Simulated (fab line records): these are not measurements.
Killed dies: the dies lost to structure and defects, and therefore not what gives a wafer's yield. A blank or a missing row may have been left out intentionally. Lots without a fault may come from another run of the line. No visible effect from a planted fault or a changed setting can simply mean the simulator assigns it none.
fab line records	flow gf180mcu
record: lots: 14	wafers: 42	last_day: 34
route steps=602 shown STI@30 V4@497 V5@562 PASSIVATION@590
lots with no fault: from the same line, run without faults
start_h: hours from the record's first day to the start of the lot's first wafer shown	wait_h: hours since the lot's step before	" same as the row above	L1.1+2: several wafers, shown together as one row	- value missing, or start not given	* or withheld: withheld	< > ~ a bound
route shown NAME@n: NAME is a module with steps in the file, n the number in the route of the first one	usual: average and standard deviation across the fault-free wafers	same: alike in all rows	chamber/n: place in a boat	sites: each site's reading	_std_site: the standard deviation of these	_edge_site: mean of outer sites minus mean of inner sites	radius_mm: how far each site lies from the wafer's centre	mask NAME#n: copy n	behind: tool/chamber where the wafer was last shaped	hold: what put the lot on hold/how long, in hours/how the hold closed	device: whichever transistor did not switch (one of n, p or np)	end of line: at the end of the route, the tests of the same wafers	a step without rows: its recipe alone	killed: not the wafer's yield, but the dies lost to structure and defects at the first sort	map: shows each die of a wafer: x if killed, . if not, _ if none is there
set.NAME: the setting as run; set.NAME@STEP: as run at that earlier step	model.NAME: the simulator's own value behind a step, which no gauge read
steps of the route over a sample of lots; a table a step, a row a wafer
services: when a tool's chamber went out of use (start_h, in hours from the record's first day, below 0 if earlier), for how many hours, and the reason
== steps ==
step: GF_STI_OXIDATION_29
recipe: temp_c: 900	ambient: O2	stabilise_s: 600	purge_s: 300	target_thk_a: 100	ox_time_s: 1418
usual: ox_temp_c: 899.9/0.43	ox_temp_c_max: 904.7/1	spike_tc_upper_C: 900.4/1.2	zone_power_lower_pct: 15.9/0.7
lot.wafer	tool	chamber	start_h	wait_h	ox_temp_c	ox_temp_c_max	spike_tc_upper_C	zone_power_lower_pct
L493.1	furnace-02	0	44.72	1.5	900.4	904.1	899.0	15.3
L493.2	"	0	"	"	900.1	904.9	897.8	15.0
L493.5	"	0	"	"	900.2	908.9	901.3	15.3
L494.1	furnace-02	0	44.72	0.3	899.6	903.4	900.2	15.2
L494.3	"	0	"	"	900.2	904.7	897.9	15.2
L494.4	"	0	"	"	900.4	904.8	900.2	15.2
L495.3	furnace-01	0	49.34	0.0	900.0	905.4	902.0	16.5
L495.4	"	0	"	"	900.4	904.7	900.3	16.7
L495.5	"	0	"	"	899.6	904.1	900.2	16.6
L499.2	furnace-02	0	73.15	0.1	899.9	903.8	900.0	15.1
L499.3	"	0	"	"	899.7	905.2	899.8	15.0
L499.4	"	0	"	"	899.9	903.7	899.6	15.1
L500.1	furnace-02	-	75.72	0.0	-	-	-	-
L500.2	"	-	"	"	-	-	-	-
L500.6	"	-	"	"	-	-	-	-
L501.1	furnace-02	-	84.67	0.3	-	-	-	-
L501.2	"	-	"	"	-	-	-	-
L501.6	"	-	"	"	-	-	-	-
L504.1	furnace-01	0	96.51	1.3	900.7	905.8	901.0	16.8
L504.3	"	0	"	"	900.5	905.4	900.5	16.8
L504.6	"	0	"	"	899.3	902.9	900.5	16.5
L505.3	furnace-01	0	99.75	0.0	899.9	904.1	902.6	16.6
L505.5	"	0	"	"	900.3	904.2	900.8	16.7
L505.6	"	0	"	"	900.0	904.9	901.7	16.6
L506.2	furnace-02	0	105.09	0.0	900.4	904.3	897.4	15.7
L506.4	"	0	"	"	900.4	904.6	898.9	15.2
L506.5	"	0	"	"	899.9	903.7	899.5	15.3
L509.2	furnace-02	0	121.05	0.0	900.2	904.8	898.5	15.4
L509.3	"	0	"	"	899.6	904.3	901.1	15.2
L509.6	"	0	"	"	899.9	904.1	899.6	15.2
L511.3	furnace-01	0	132.94	0.0	899.7	905.0	901.2	16.7
L511.5	"	0	"	"	899.4	903.7	900.4	16.6
L511.6	"	0	"	"	899.6	904.7	901.1	16.0
L512.1	furnace-02	0	137.04	0.3	898.1	902.2	900.3	15.2
L512.3	"	0	"	"	899.2	903.1	900.0	15.2
L512.5	"	0	"	"	899.4	904.0	899.5	15.3
L513.2	furnace-02	0	142.22	0.0	900.6	905.4	900.2	15.2
L513.3	"	0	"	"	899.8	905.4	900.9	15.2
L513.6	"	0	"	"	900.2	905.5	900.6	15.2
L514.3	furnace-01	0	150.07	2.6	900.5	905.7	901.1	16.6
L514.4	"	0	"	"	899.5	904.5	902.0	16.4
L514.6	"	0	"	"	899.6	904.4	899.4	16.6
step: GF_V4_SPUTTER_21
recipe: material: Ti	target_thk_nm: 15	chamber_pressure_pa: 5	power_w: 2500	substrate_temp_c: 200	time_s: 80.02
usual: cathode_dc_power_W: 2500.0/0.47	throttle_valve_pct: 30.6/0.83
lot.wafer	tool	chamber	start_h	wait_h	cathode_dc_power_W	throttle_valve_pct
L494.1	pvd_sputter-01	-	580.66	0.0	2499.9	31.8
L494.3	"	-	"	"	2499.9	31.4
L494.4	"	-	"	"	2500.7	30.1
L493.1	pvd_sputter-02	-	585.11	0.0	2501.1	30.9
L493.2	"	-	"	"	2500.6	30.9
L493.5	"	-	"	"	2499.9	30.5
L495.3	pvd_sputter-01	-	588.01	0.0	2499.4	31.9
L495.4	"	-	"	"	2499.8	29.9
L495.5	"	-	"	"	2499.6	31.0
L499.2	pvd_sputter-01	-	627.10	0.0	2500.4	31.3
L499.3	"	-	"	"	2500.1	30.2
L499.4	"	-	"	"	2499.0	31.8
L504.1	pvd_sputter-01	-	662.21	0.0	2501.2	31.3
L504.3	"	-	"	"	2499.3	31.8
L504.6	"	-	"	"	2500.6	29.9
L505.3	pvd_sputter-02	-	669.19	0.0	2500.3	29.9
L505.5	"	-	"	"	2500.2	30.9
L505.6	"	-	"	"	2500.2	31.3
L506.2	pvd_sputter-04	-	675.87	0.0	2500.4	29.2
L506.4	"	-	"	"	2500.5	30.5
L506.5	"	-	"	"	2500.4	29.0
L509.2	pvd_sputter-02	-	698.50	0.0	2499.0	31.0
L509.3	"	-	"	"	2499.9	30.6
L509.6	"	-	"	"	2499.9	30.9
L511.3	pvd_sputter-01	-	712.41	0.0	2499.9	31.6
L511.5	"	-	"	"	2500.2	31.3
L511.6	"	-	"	"	2500.4	31.4
L512.1	pvd_sputter-02	-	720.96	0.0	2500.5	30.8
L512.3	"	-	"	"	2499.0	30.9
L512.5	"	-	"	"	2499.9	31.1
L513.2	pvd_sputter-04	-	728.96	0.0	2499.9	29.3
L513.3	"	-	"	"	2500.4	30.8
L513.6	"	-	"	"	2500.0	29.9
L514.3	pvd_sputter-04	-	731.20	0.0	2500.6	29.7
L514.4	"	-	"	"	2500.5	30.9
L514.6	"	-	"	"	2499.8	30.8
step: GF_V5_SPUTTER_22
recipe: material: TiN	target_thk_nm: 10	chamber_pressure_pa: 5	power_w: 4000	time_s: 40
usual: cathode_dc_power_W: 4000.1/0.83	throttle_valve_pct: 30.0/0.99
lot.wafer	tool	chamber	start_h	wait_h	cathode_dc_power_W	throttle_valve_pct
L494.1	pvd_sputter-03	-	647.26	0.0	3999.5	30.0
L494.3	"	-	"	"	4001.9	29.9
L494.4	"	-	"	"	4000.9	28.2
L493.1	pvd_sputter-04	-	651.80	0.0	3999.8	29.1
L493.2	"	-	"	"	4000.4	31.0
L493.5	"	-	"	"	4000.4	29.9
L495.3	pvd_sputter-03	-	653.98	0.0	3999.5	29.8
L495.4	"	-	"	"	3999.6	29.8
L495.5	"	-	"	"	4000.0	29.3
L499.2	pvd_sputter-03	-	689.77	0.0	4000.5	29.9
L499.3	"	-	"	"	4001.2	29.2
L499.4	"	-	"	"	4000.9	30.1
L504.1	pvd_sputter-03	-	722.46	0.0	3998.0	29.6
L504.3	"	-	"	"	4000.8	30.1
L504.6	"	-	"	"	4000.4	30.0
L505.3	pvd_sputter-03	-	728.46	0.0	3999.3	29.9
L505.5	"	-	"	"	3999.1	28.2
L505.6	"	-	"	"	4000.1	30.2
L506.2	pvd_sputter-04	-	733.77	0.0	4000.5	30.0
L506.4	"	-	"	"	3999.9	30.8
L506.5	"	-	"	"	4000.7	29.9
L509.2	pvd_sputter-01	-	754.76	0.0	4000.2	31.3
L509.3	"	-	"	"	4000.3	31.2
L509.6	"	-	"	"	4000.4	31.3
L511.3	pvd_sputter-04	-	767.51	0.0	4000.8	29.2
L511.5	"	-	"	"	3998.7	29.9
L511.6	"	-	"	"	4001.4	29.4
L512.1	pvd_sputter-04	-	774.76	0.0	3999.7	31.1
L512.3	"	-	"	"	3999.8	29.8
L512.5	"	-	"	"	4000.3	31.3
L513.2	pvd_sputter-04	-	780.70	0.0	4000.2	30.9
L513.3	"	-	"	"	4000.2	29.1
L513.6	"	-	"	"	4000.3	30.9
L514.3	pvd_sputter-01	-	784.19	0.0	4001.4	31.2
L514.4	"	-	"	"	4001.4	31.3
L514.6	"	-	"	"	4000.3	31.1
step: GF_PASSIVATION_THK_MEAS_03
recipe: reads: Si3N4_of_PASSIVATION_CVD_02
usual: PASSIVATION_CVD_02_THK: 699/8.8
lot.wafer	tool	chamber	start_h	wait_h	PASSIVATION_CVD_02_THK[nm]
L494.1	film_metro-02	-	668.99	0.1	695
L494.3	"	-	"	"	685
L494.4	"	-	"	"	706
L493.1	film_metro-03	-	672.88	0.1	694
L493.2	"	-	"	"	690
L493.5	"	-	"	"	692
L495.3	film_metro-03	-	675.35	0.2	689
L495.4	"	-	"	"	710
L495.5	"	-	"	"	714
L499.2	film_metro-01	-	710.45	0.2	698
L499.3	"	-	"	"	689
L499.4	"	-	"	"	703
L504.1	film_metro-02	-	741.85	0.1	691
L504.3	"	-	"	"	691
L504.6	"	-	"	"	706
L505.3	film_metro-01	-	747.47	0.2	695
L505.5	"	-	"	"	707
L505.6	"	-	"	"	698
L506.2	film_metro-02	-	752.55	0.2	693
L506.4	"	-	"	"	714
L506.5	"	-	"	"	706
L509.2	film_metro-03	-	772.63	0.2	698
L509.3	"	-	"	"	698
L509.6	"	-	"	"	711
L511.3	film_metro-02	-	785.05	0.2	693
L511.5	"	-	"	"	698
L511.6	"	-	"	"	698
L512.1	film_metro-01	-	792.49	0.3	690
L512.3	"	-	"	"	708
L512.5	"	-	"	"	701
L513.2	film_metro-03	-	798.05	0.2	707
L513.3	"	-	"	"	691
L513.6	"	-	"	"	706
L514.3	film_metro-03	-	801.56	0.2	706
L514.4	"	-	"	"	709
L514.6	"	-	"	"	712
== services ==
tool	chamber	start_h	hours	kind
furnace-02	-	26.08	4.2	pm
furnace-02	-	37.04	3.9	pm
pvd_sputter-04	-	76.37	2.3	repair
pvd_sputter-04	-	78.54	2.7	repair
pvd_sputter-04	-	120.87	4.3	repair
furnace-02	-	146.30	4.3	pm
pvd_sputter-04	-	227.39	8.8	repair
furnace-02	-	313.93	3.3	pm
furnace-02	-	319.85	3.6	pm
pvd_sputter-04	-	329.45	3.0	repair
furnace-02	-	336.73	17.3	repair
pvd_sputter-01	-	349.39	4.9	repair
furnace-02	-	349.68	12.7	repair
pvd_sputter-04	-	406.63	0.6	repair
pvd_sputter-04	-	432.73	2.1	repair
pvd_sputter-04	-	443.83	5.2	repair
pvd_sputter-04	-	467.07	6.6	repair
furnace-02	-	483.03	3.3	pm
pvd_sputter-01	-	491.49	1.6	repair
pvd_sputter-04	-	569.57	11.1	repair
furnace-02	-	601.28	3.4	pm
furnace-02	-	649.93	3.7	pm
pvd_sputter-04	-	659.24	1.4	repair
furnace-02	-	747.33	1.0	pm
== key ==
first_sign: step: GF_STI_OXIDATION_29	reading: tool_record	direction: missing
effect none on later readings
met_at GF_STI_OXIDATION_29
struck_lots L500,L501
later_rows_left_out L500.1,L500.2,L500.6,L501.1,L501.2,L501.6
sort_left_out L500.1,L500.2,L500.6,L501.1,L501.2,L501.6
tester_left_out L500,L501
not_acting_at GF_V4_SPUTTER_21,GF_V5_SPUTTER_22,GF_PASSIVATION_THK_MEAS_03
onset_between 73.15 75.72
fault: kind: skipped_step_whole	tool: furnace-02	chamber: -	onset_h: 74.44	steps: GF_STI_OXIDATION_29	scope: struck_lots_only
tester_left_out: of these lots the tester's yield and bins aren't shown, on N5 and GAA mostly nor the transistor test; their killed dies are dies lost to structure and defects alone, not to doping, threshold or leakage, so they don't give the yield
sort_left_out: the simulated sort isn't trusted on such a fault, so these wafers' sort isn't shown, and their yield isn't known
later_rows_left_out: the simulator's readings of these wafers behind a module that went badly wrong aren't trusted and aren't shown, but for the sort
